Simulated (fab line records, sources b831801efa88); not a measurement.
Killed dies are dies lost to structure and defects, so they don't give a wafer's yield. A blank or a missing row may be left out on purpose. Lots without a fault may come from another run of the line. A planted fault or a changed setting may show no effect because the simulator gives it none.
A struck lot beside a sound one | flow sky130 | 20 steps out of a route of 708
Sound: wafers L243.1, L243.4, L243.5. Struck: wafers L251.4, L251.5, L251.6. The cause comes at the end.
At each step with rows: each side's tool, then ch and its chambers, then its first start. Under that, the readings that differ: sound wafers | struck wafers | difference of the means | sigmas: that difference in standard deviations of wafers without a fault.
alike: readings whose means differ by less than 2 such deviations, and words and numbers that are the same on both sides. not compared: withheld readings, readings that some wafer has no value for, bounds like >300 that may hide the same value, and numbers for which the record gives no deviation and whose values overlap.
The two part at a step that has a row with sigmas, a row that says differs or no value, or rows on one side only. Numbers that don't overlap but have no deviation are shown without sigmas and don't part them. A reading that every wafer of one side lacks parts them only if that side has two wafers or more.

first, 6 steps without rows for these wafers: SKY_VT_ADJUST_PCH_HMDS_01 (prime time 60 s); SKY_VT_ADJUST_PCH_COAT_02 (resist thk 3000 nm); SKY_VT_ADJUST_PCH_SOFTBAKE_03; SKY_VT_ADJUST_PCH_EXPOSE_04 (exposes mask NWM, target cd 840 nm); SKY_VT_ADJUST_PCH_PEB_05; SKY_VT_ADJUST_PCH_DEVELOP_06 (develop time 60 s).
SKY_VT_ADJUST_PCH_OVL_MEAS_07:
  sound on overlay-01, day 10 17:49; struck on overlay-02, day 13 06:44
  alike: VT_ADJUST_PCH_OVL
then, 1 step without rows for these wafers: SKY_VT_ADJUST_PCH_IMPLANT_08.
SKY_VT_ADJUST_PCH_STRIP_09: strips in O2/N2.
  sound on plasma_asher-02 ch 0, day 10 18:00; struck on plasma_asher-04 ch 0,1, day 13 06:56
  reading                      | sound             | struck            | difference | sigmas
  drypump_motor_current_A (A)  | 5.1 5.1 5.1       | 5.7 5.7 6.0       | +0.7       | +2
  strip_time_to_endpoint_s (s) | 36.80 36.88 36.85 | 37.14 37.18 37.04 | +0.28      | +3
  alike: o2_flow_sccm, oes_product_au
  not compared: rf_hours_counter_h
SKY_VT_ADJUST_PCH_TW_MEAS_10:
  sound on film_metro-02, day 10 18:06; struck on film_metro-04, day 13 07:02
  reading          | sound             | struck            | difference | sigmas
  VT_ADJUST_PCH_TW | 144.8 145.0 145.6 | 141.9 140.9 141.6 | -3.7       | -3
then, 2 steps without rows for these wafers: SKY_SONOS_TUNNEL_DEHYDRATE_00 (time 60 s); SKY_SONOS_TUNNEL_HMDS_01 (prime time 60 s).
SKY_SONOS_TUNNEL_COAT_02: resist thk 1140 nm.
  sound on litho_track-02 ch 0, day 11 05:04; struck on litho_track-04, day 13 18:50
  no value came back on the struck wafers for chill_plate_temp_C (C), dispense_pressure_kPa (kPa); on the sound wafers chill_plate_temp_C (C) reads 22.98 22.91 22.93
then, 4 steps without rows for these wafers: SKY_SONOS_TUNNEL_SOFTBAKE_03 (time 60 s); SKY_SONOS_TUNNEL_EXPOSE_04 (exposes mask TUNM, target cd 410 nm); SKY_SONOS_TUNNEL_PEB_05; SKY_SONOS_TUNNEL_DEVELOP_06 (develop time 60 s).
SKY_SONOS_TUNNEL_CD_MEAS_07: target cd 410 nm.
  sound on cd_sem-02, day 11 17:04; struck on cd_sem-02, day 14 07:34
  reading    | sound             | struck | difference                    | sigmas
  cd_nm (nm) | 412.6 412.1 411.3 | - - -  | no value on the struck wafers |
SKY_SONOS_TUNNEL_OVL_MEAS_08:
  sound on overlay-01, day 11 17:11; struck on overlay-01, day 14 07:38
  reading               | sound          | struck | difference                    | sigmas
  SONOS_TUNNEL_OVL (nm) | -0.4 -2.9 -1.0 | - - -  | no value on the struck wafers |
-- the record jumps here: 34 days lie between the struck wafers' starts before and after (it left off in module SONOS_TUNNEL and takes up again in module PAD_OPEN, whose first step shown is number 708 of the route) --
SKY_PAD_OPEN_PROBE_99:
  sound on prober-02, day 45 21:55; struck on prober-02, day 47 21:03
  reading             | sound     | struck                                                               | difference                   | sigmas
  hold                | - - -     | await_dispo/2.0h/scrap await_dispo/2.0h/scrap await_dispo/2.0h/scrap | no value on the sound wafers |
  killed_at_front_end | 20 12 20  | 426 423 428                                                          | +408                         | +95
  killed_dies         | 81 74 102 | 492 492 492                                                          | +406                         | +47
  killed_on_rim       | 14 13 22  | 96 96 96                                                             | +80                          | +20
  alike: killed_at_M0_to_M3, killed_at_M4_up, killed_at_contacts, killed_at_other, killed_open, killed_short

WHERE THEY PART
First at SKY_VT_ADJUST_PCH_STRIP_09; last, within this record, at SKY_PAD_OPEN_PROBE_99.

WHY: what the simulator had put in
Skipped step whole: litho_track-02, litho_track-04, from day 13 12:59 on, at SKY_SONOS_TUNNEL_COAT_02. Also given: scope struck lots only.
